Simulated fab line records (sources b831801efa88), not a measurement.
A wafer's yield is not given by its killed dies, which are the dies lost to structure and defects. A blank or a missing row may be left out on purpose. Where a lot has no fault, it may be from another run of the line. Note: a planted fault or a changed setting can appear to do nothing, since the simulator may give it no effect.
Check of tool commonality | flow gf180mcu | Lots sampled 11, wafers sampled 33

WHY THIS WAS OPENED
At GF_SAB_CD_MEAS_09 the reading cd-nm is flagged on 2 of 11 lots. Wafers without a fault read 419.6 nm, standard deviation 2.2.
Rule: flag the lot when none of its wafers has a number, or when each of its wafers that has one lies beyond 4 standard deviations from that mean. The other lots count as sound.

lot  | measured     | on        | cd-nm (nm), wafer by wafer | flag
L588 | day 15 05:49 | cd-sem-02 | 415.9 416.3 417.0          |
L589 | day 15 09:25 | cd-sem-02 | 416.1 415.7 414.6          |
L590 | day 15 14:40 | cd-sem-02 | 417.0 417.1 417.9          |
L591 | day 15 23:16 | cd-sem-01 | 418.7 419.1 419.0          |
L592 | day 16 02:03 | cd-sem-02 | 422.6 421.4 424.1          |
L593 | day 16 18:55 | cd-sem-01 | 422.1 423.5 418.1          |
L595 | day 17 19:04 | cd-sem-02 | 503.1 501.9 503.7          | FLAGGED
L601 | day 20 12:57 | cd-sem-01 | 477.9 482.3 482.6          | FLAGGED
L609 | day 22 12:09 | cd-sem-02 | 420.7 419.7 420.7          |
L610 | day 23 00:19 | cd-sem-01 | 421.5 419.5 421.0          |
L611 | day 23 13:00 | cd-sem-01 | 420.7 419.8 420.1          |
The mean of the flagged lots' numbers is 491.9 nm, +72.3 nm from the usual (+33 standard deviations).

EACH LOT AND THE TOOL IT RAN ON
The record keeps 1 process step preceding the reading, out of 602 steps on the route. Every cell lists first the tool, next ch and the chambers used by the sampled wafers, and last the start.
lot  | flag    | GF_SAB_EXPOSE_06
L588 |         | iline-stepper-02 ch 0, day 14 19:32
L589 |         | iline-stepper-02 ch 0, day 14 23:27
L590 |         | iline-stepper-01 ch 0, day 15 04:17
L591 |         | iline-stepper-02 ch 0, day 15 12:47
L592 |         | iline-stepper-01 ch 0, day 15 15:23
L593 |         | iline-stepper-02 ch 0, day 16 07:56
L595 | FLAGGED | iline-stepper-01 ch 0, day 17 07:25
L601 | FLAGGED | iline-stepper-01 ch 0, day 20 01:04
L609 |         | iline-stepper-02 ch 0, day 22 01:11
L610 |         | iline-stepper-02 ch 0, day 22 12:56
L611 |         | iline-stepper-02 ch 0, day 23 01:54
These steps, and what they do:
- GF_SAB_EXPOSE_06: exposes mask SAB, target cd 420 nm.
- GF_SAB_CD_MEAS_09: target cd 420 nm.

FLAGGED AGAINST TOTAL, ONE TOOL AT A TIME (gauges that did the reading follow at the end)
step              | tool             | lots run | flagged | share of the flagged lots | sound lots run after its first flagged lot
GF_SAB_EXPOSE_06  | iline-stepper-01 | 4        | 2       | all                       | 0
GF_SAB_EXPOSE_06  | iline-stepper-02 | 7        | 0       | none                      | -
GF_SAB_CD_MEAS_09 | cd-sem-01        | 5        | 1       | some                      | 2 (L610,L611)
GF_SAB_CD_MEAS_09 | cd-sem-02        | 6        | 1       | some                      | 1 (L609)

WHAT THE TABLE ALLOWS
Rows of the table that ran each flagged lot: 1, that is iline-stepper-01 at GF_SAB_EXPOSE_06.
- iline-stepper-01 at GF_SAB_EXPOSE_06: 2 of its 4 lots flagged. Last sound lot L592 at day 15 15:23, first flagged lot L595 at day 17 07:25; a fault beginning in between fits. Its own readings lie more than 4 standard deviations out on every wafer of the flagged lots: exposure-dose-mJ-cm2.
iline-stepper-01 at GF_SAB_EXPOSE_06 is the single tool remaining.

WHAT THE SIMULATOR HAD PUT IN
Process parameters drifting: iline-stepper-01 at GF_SAB_EXPOSE_06, beginning at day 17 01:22. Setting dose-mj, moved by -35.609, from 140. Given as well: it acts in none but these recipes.
Shown lots that were struck: L595, L601. The rule above found the same.
